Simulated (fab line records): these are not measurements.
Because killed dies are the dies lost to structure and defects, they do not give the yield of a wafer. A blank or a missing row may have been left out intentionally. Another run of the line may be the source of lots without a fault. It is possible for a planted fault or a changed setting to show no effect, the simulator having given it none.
Matching of chambers | flow sky130 | 4 sister chambers for SKY_VIA3_ETCH_15 on rie-diel-04
The step etches SiO2 in C4F8/O2/Ar, stops on TiN, target depth 507 nm, time 78 s. 8 wafers are shown with their chamber, then 9 later ones without.

== EACH WAFER AND ITS CHAMBER ==
wafer  | chamber | oes-product-au (a.u.)
L081.1 | 1       | 0.951
L082.2 | 1       | 0.946
L082.6 | 0       | 0.954
L084.1 | 2       | 0.951
L084.6 | 2       | 0.955
L087.3 | 3       | 0.946
L087.4 | 0       | 0.949
L087.6 | 3       | 0.942

== WAFERS WHOSE CHAMBER IS MISSING ==
wafer  | oes-product-au (a.u.)
L093.1 | 0.945
L093.3 | 0.951
L093.6 | 0.941
L094.1 | 0.948
L094.3 | 0.938
L094.6 | 0.948
L097.2 | 0.950
L097.4 | 0.943
L097.6 | 0.941

== WHICH CHAMBER EACH ONE RAN IN ==
wafer  | from the rows above               | in truth
L093.1 | can't be placed: 3 or 1 or 0      | 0
L093.3 | can't be placed: 0 or 2 or 1      | 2
L093.6 | can't be placed: 3 or 1           | 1
L094.1 | can't be placed: 1 or 0 or 3 or 2 | 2
L094.3 | can't be placed: 3 or 1           | 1
L094.6 | can't be placed: 1 or 0 or 3 or 2 | 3
L097.2 | can't be placed: 0 or 1 or 2 or 3 | 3
L097.4 | can't be placed: 3 or 1           | 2
L097.6 | can't be placed: 3 or 1           | 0
Placed correctly: 0 of 9. Not placeable from these rows: 9 (in 7, the candidates include the true chamber). Wrongly placed: 0.
How it was worked out, from the rows above alone: a wafer's distance from a chamber is the root of the sum, over the readings, of the square of ((its reading less the chamber's mean) divided by the reading's scatter). The wafer belongs to the nearest chamber; if the next one is less than 2 further off, it can't be placed. The mean given for a chamber averages the wafers shown for that chamber. The scatter is the square root of a quotient: the sum, over the shown wafers, of each reading's squared deviation from its chamber's mean, divided by wafers minus chambers.
